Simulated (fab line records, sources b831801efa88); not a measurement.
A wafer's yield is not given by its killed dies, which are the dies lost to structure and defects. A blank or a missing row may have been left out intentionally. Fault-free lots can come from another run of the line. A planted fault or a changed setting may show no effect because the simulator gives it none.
2 desks looking at one fault -- flow gf180mcu -- every desk sees just its own numbers, and what lay behind them comes last

AT THE TOOL OWNER'S DESK: pecvd-03
The tool's own readings at GF_CONTACT_CVD_02 (deposits SiO2 from TEOS, target thk 860 nm, time 95.992 s): means of the sampled wafers that have a number, for each lot that ran on this tool. Marked OUT: a lot whose mean sits more than 4 standard deviations from the usual mean, which makes it out of limits; the brackets give that distance.
Columns: A = heater power w at GF_CONTACT_CVD_02, usual 670 W
lot,first seen here,A
L931,day 15 04:49,678
L939,day 18 08:17,754
L942,day 19 13:46,650
L951,day 22 14:22,717
This desk's verdict: no lot among the 4 shows anything out of limits.

FROM THE METROLOGY DESK
Means of the sampled wafers that have a number, per lot and without regard to the tool the lot ran on: this is what the gauges read. Marked OUT: a lot whose mean sits more than 4 standard deviations from the usual mean, which makes it out of limits; the brackets give that distance.
Columns: A = HV_LDD_3_TW at GF_HV_LDD_TW_MEAS_38, usual 1444; B = CONTACT_CVD_02_THK at GF_CONTACT_THK_MEAS_03, usual 863 nm; C = V3_CVD_00_THK at GF_V3_THK_MEAS_01, usual 601 nm
lot,first seen here,A,B,C
L931,day 11 14:59,1446,865,608
L932,day 12 00:52,1452,868,603
L934,day 12 19:22,1447,859,602
L939,day 14 07:53,1440,554 (-28) OUT,601
L942,day 15 13:08,1449,460 (-37) OUT,597
L943,day 15 16:01,1438,861,601
L944,day 15 22:45,1441,849,604
L945,day 16 10:33,1441,853,612
L948,day 17 08:16,1447,850,602
L949,day 17 14:29,1447,861,599
L950,day 17 21:44,1452,872,594
L951,day 18 07:35,1450,875,592
L952,day 18 16:30,1447,860,596
L954,day 19 05:52,1448,862,605
This desk reports L939, L942 out of limits; the earliest was L939 at day 18 08:23 (CONTACT_CVD_02_THK at GF_CONTACT_THK_MEAS_03). L931, L932, L934, L943, L944, L945, L948, L949, L950, L951, L952, L954 stayed within limits.

ALL TOGETHER
An alarm was possible from the metrology desk at day 18 08:23, on L939, L942.
The tool owner's desk saw nothing out of limits.
Tool owner's desk: L939, L942 on record, inside its limits.
Every lot named ran GF_CONTACT_CVD_02 on pecvd-03.

WHAT HAD BEEN PUT IN BY THE SIMULATOR
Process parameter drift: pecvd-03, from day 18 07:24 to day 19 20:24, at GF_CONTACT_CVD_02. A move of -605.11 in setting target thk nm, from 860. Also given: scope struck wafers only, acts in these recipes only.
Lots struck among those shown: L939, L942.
Hours from the fault's start to each desk's first reading out of limits: the metrology desk, 1.
